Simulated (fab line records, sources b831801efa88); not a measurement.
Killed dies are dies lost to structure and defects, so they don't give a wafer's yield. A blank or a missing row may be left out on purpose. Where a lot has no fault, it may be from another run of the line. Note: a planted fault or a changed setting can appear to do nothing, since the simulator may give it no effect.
The tool behind it: which one? :: flow gf180mcu :: 14 lots, 42 wafers sampled, at 4 steps of a route of 602

WHAT THE GAUGES SHOWED, per wafer
GF_M1_OVL_MEAS_15.
lot: L996
measured: day 16 22:44
on: overlay-01
M1_OVL (nm): 1 -5 -5

lot: L997
measured: day 17 05:29
on: overlay-01
M1_OVL (nm): -7 -8 -1

lot: L999
measured: day 18 05:43
on: overlay-01
M1_OVL (nm): -7 -7 -6

lot: L102
measured: day 19 07:40
on: overlay-01
M1_OVL (nm): -2 2 -6

lot: L103
measured: day 19 17:28
on: overlay-02
M1_OVL (nm): 14 6 4

lot: L104
measured: day 20 05:25
on: overlay-01
M1_OVL (nm): -2 8 -2

lot: L106
measured: day 21 01:13
on: overlay-02
M1_OVL (nm): 0 5 -6

lot: L107
measured: day 21 07:19
on: overlay-01
M1_OVL (nm): 4 6 8

lot: L108
measured: day 21 18:01
on: overlay-01
M1_OVL (nm): 2 6 -2

lot: L110
measured: day 22 11:17
on: overlay-02
M1_OVL (nm): - - -

lot: L111
measured: day 22 14:01
on: overlay-01
M1_OVL (nm): - - -

lot: L112
measured: day 22 23:44
on: overlay-02
M1_OVL (nm): -3 -5 -7

lot: L115
measured: day 23 22:56
on: overlay-02
M1_OVL (nm): 3 7 5

lot: L119
measured: day 25 05:16
on: overlay-01
M1_OVL (nm): -1 -2 7

WHAT TOOL EACH LOT RAN ON (gives the tool, then ch and the chambers of the sampled wafers, and finally the start)
lot: L996
GF_M1_SPUTTER_01: pvd sputter-03, day 16 00:30
GF_M1_SPUTTER_03: pvd sputter-03, day 16 00:34
GF_M1_PEB_12: litho track-03 ch 0, day 16 22:16

lot: L997
GF_M1_SPUTTER_01: pvd sputter-04, day 16 07:14
GF_M1_SPUTTER_03: pvd sputter-04, day 16 07:17
GF_M1_PEB_12: litho track-02 ch 0, day 17 05:02

lot: L999
GF_M1_SPUTTER_01: pvd sputter-01, day 17 06:04
GF_M1_SPUTTER_03: pvd sputter-01, day 17 06:07
GF_M1_PEB_12: litho track-02 ch 0, day 18 05:15

lot: L102
GF_M1_SPUTTER_01: pvd sputter-01, day 18 08:27
GF_M1_SPUTTER_03: pvd sputter-01, day 18 08:31
GF_M1_PEB_12: litho track-02 ch 0, day 19 07:12

lot: L103
GF_M1_SPUTTER_01: pvd sputter-01, day 18 17:25
GF_M1_SPUTTER_03: pvd sputter-01, day 18 17:29
GF_M1_PEB_12: litho track-02 ch 0, day 19 17:00

lot: L104
GF_M1_SPUTTER_01: pvd sputter-03, day 19 05:17
GF_M1_SPUTTER_03: pvd sputter-03, day 19 05:21
GF_M1_PEB_12: litho track-02 ch 0, day 20 04:57

lot: L106
GF_M1_SPUTTER_01: pvd sputter-01, day 20 01:27
GF_M1_SPUTTER_03: pvd sputter-01, day 20 01:31
GF_M1_PEB_12: litho track-04 ch 0, day 21 00:45

lot: L107
GF_M1_SPUTTER_01: pvd sputter-01, day 20 07:04
GF_M1_SPUTTER_03: pvd sputter-01, day 20 07:07
GF_M1_PEB_12: litho track-02 ch 0, day 21 06:51

lot: L108
GF_M1_SPUTTER_01: pvd sputter-01, day 20 17:37
GF_M1_SPUTTER_03: pvd sputter-01, day 20 17:41
GF_M1_PEB_12: litho track-04 ch 0, day 21 17:33

lot: L110
GF_M1_SPUTTER_01: pvd sputter-01, day 21 11:13
GF_M1_SPUTTER_03: pvd sputter-01, day 21 11:16
GF_M1_PEB_12: litho track-04, day 22 10:52

lot: L111
GF_M1_SPUTTER_01: pvd sputter-03, day 21 14:40
GF_M1_SPUTTER_03: pvd sputter-03, day 21 14:44
GF_M1_PEB_12: litho track-04, day 22 13:33

lot: L112
GF_M1_SPUTTER_01: pvd sputter-03, day 22 00:30
GF_M1_SPUTTER_03: pvd sputter-03, day 22 00:34
GF_M1_PEB_12: litho track-03 ch 0, day 22 23:16

lot: L115
GF_M1_SPUTTER_01: pvd sputter-04, day 22 23:22
GF_M1_SPUTTER_03: pvd sputter-04, day 22 23:25
GF_M1_PEB_12: litho track-03 ch 0, day 23 22:29

lot: L119
GF_M1_SPUTTER_01: pvd sputter-04, day 24 06:36
GF_M1_SPUTTER_03: pvd sputter-04, day 24 06:40
GF_M1_PEB_12: litho track-02 ch 0, day 25 04:48
- GF_M1_SPUTTER_01: material TiN, target thk 30 nm, time 25 s.
- GF_M1_SPUTTER_03: material Ti, target thk 10 nm, time 6.7 s.
- GF_M1_PEB_12: peb time 90 s.

AS READ BY THE TOOLS THEMSELVES (means over the sampled wafers that have a number; for cases with no such wafer, the mark the record gives instead)
GF_M1_SPUTTER_01.
lot: L996
tool: pvd sputter-03
throttle valve pct (%): 31.5

lot: L997
tool: pvd sputter-04
throttle valve pct (%): 30.4

lot: L999
tool: pvd sputter-01
throttle valve pct (%): 30.0

lot: L102
tool: pvd sputter-01
throttle valve pct (%): 30.1

lot: L103
tool: pvd sputter-01
throttle valve pct (%): 30.0

lot: L104
tool: pvd sputter-03
throttle valve pct (%): 30.3

lot: L106
tool: pvd sputter-01
throttle valve pct (%): 29.9

lot: L107
tool: pvd sputter-01
throttle valve pct (%): 30.1

lot: L108
tool: pvd sputter-01
throttle valve pct (%): 30.3

lot: L110
tool: pvd sputter-01
throttle valve pct (%): 30.3

lot: L111
tool: pvd sputter-03
throttle valve pct (%): 30.6

lot: L112
tool: pvd sputter-03
throttle valve pct (%): 30.4

lot: L115
tool: pvd sputter-04
throttle valve pct (%): 30.4

lot: L119
tool: pvd sputter-04
throttle valve pct (%): 30.4

GF_M1_SPUTTER_03.
lot: L996
tool: pvd sputter-03
throttle valve pct (%): 31.4

lot: L997
tool: pvd sputter-04
throttle valve pct (%): 30.4

lot: L999
tool: pvd sputter-01
throttle valve pct (%): 29.8

lot: L102
tool: pvd sputter-01
throttle valve pct (%): 30.0

lot: L103
tool: pvd sputter-01
throttle valve pct (%): 30.1

lot: L104
tool: pvd sputter-03
throttle valve pct (%): 30.5

lot: L106
tool: pvd sputter-01
throttle valve pct (%): 30.0

lot: L107
tool: pvd sputter-01
throttle valve pct (%): 29.9

lot: L108
tool: pvd sputter-01
throttle valve pct (%): 30.3

lot: L110
tool: pvd sputter-01
throttle valve pct (%): 30.2

lot: L111
tool: pvd sputter-03
throttle valve pct (%): 30.6

lot: L112
tool: pvd sputter-03
throttle valve pct (%): 30.4

lot: L115
tool: pvd sputter-04
throttle valve pct (%): 30.3

lot: L119
tool: pvd sputter-04
throttle valve pct (%): 30.5

GF_M1_PEB_12.
lot: L996
tool: litho track-03
chill plate temp C (C): 23.05
exhaust pa (Pa): 45.0
resist line temp C (C): 23.01

lot: L997
tool: litho track-02
chill plate temp C (C): 22.88
exhaust pa (Pa): 44.2
resist line temp C (C): 22.92

lot: L999
tool: litho track-02
chill plate temp C (C): 23.01
exhaust pa (Pa): 45.2
resist line temp C (C): 22.98

lot: L102
tool: litho track-02
chill plate temp C (C): 22.97
exhaust pa (Pa): 45.9
resist line temp C (C): 23.01

lot: L103
tool: litho track-02
chill plate temp C (C): 22.81
exhaust pa (Pa): 44.9
resist line temp C (C): 22.96

lot: L104
tool: litho track-02
chill plate temp C (C): 23.01
exhaust pa (Pa): 43.6
resist line temp C (C): 23.00

lot: L106
tool: litho track-04
chill plate temp C (C): 23.02
exhaust pa (Pa): 45.7
resist line temp C (C): 22.93

lot: L107
tool: litho track-02
chill plate temp C (C): 23.03
exhaust pa (Pa): 46.6
resist line temp C (C): 23.06

lot: L108
tool: litho track-04
chill plate temp C (C): 22.92
exhaust pa (Pa): 44.1
resist line temp C (C): 23.19

lot: L110
tool: litho track-04
chill plate temp C (C): -
exhaust pa (Pa): -
resist line temp C (C): -

lot: L111
tool: litho track-04
chill plate temp C (C): -
exhaust pa (Pa): -
resist line temp C (C): -

lot: L112
tool: litho track-03
chill plate temp C (C): 22.88
exhaust pa (Pa): 44.6
resist line temp C (C): 23.06

lot: L115
tool: litho track-03
chill plate temp C (C): 23.00
exhaust pa (Pa): 45.7
resist line temp C (C): 22.84

lot: L119
tool: litho track-02
chill plate temp C (C): 23.04
exhaust pa (Pa): 45.7
resist line temp C (C): 23.17

THE ANSWER, worked out from the rows above alone
Rule: usual is defined by the lots themselves. The widest of any qualifying gaps counts: lots, ordered by their means at a reading, are off when they make up no more than a third of the lots, leave a main group of 4 or more, and stand apart from it by 3 or more times the standard deviation of that group's means. If all means in a main group match to the digits the tables above print for the reading, that group is not used. A lot without any number at a reading at which 4 lots or more have one is off too. Any other lot the step has rows for is counted as sound. After the gauges, taken in route order, come the tools' own readings; for these a lot's mean is taken, as printed above. At the first step where some lot is off, the reading lying furthest off is the one used; lots without a number count as furthest.
Off: L110, L111, seen at GF_M1_OVL_MEAS_15 (M1_OVL). Without a number there: L110, L111. Mean 0 nm and standard deviation 4.5 in the main group.
A tool fits if, at a process step before that reading, it ran every lot that is off, and no sound lot after the first of them. The gauges at GF_M1_OVL_MEAS_15 aren't tried: what is off there is off at GF_M1_PEB_12 too, on other tools, and a gauge's error can't cause that. One candidate fits, namely litho track-04 at GF_M1_PEB_12. Its last sound lot is L108 (day 21 17:33), its first lot that is off L110 (day 22 10:52): a fault that began between those two fits.
Blank at GF_M1_PEB_12 on the lots that are off, where sound lots have numbers: chill plate temp C, exhaust pa, resist line temp C.

WHAT THE SIMULATOR HAD INSERTED
Skipped step whole: litho track-04, from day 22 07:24 on, at GF_M1_PEB_12. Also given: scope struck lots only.
Struck lots among those shown: L110, L111. The same result came from the rule above.
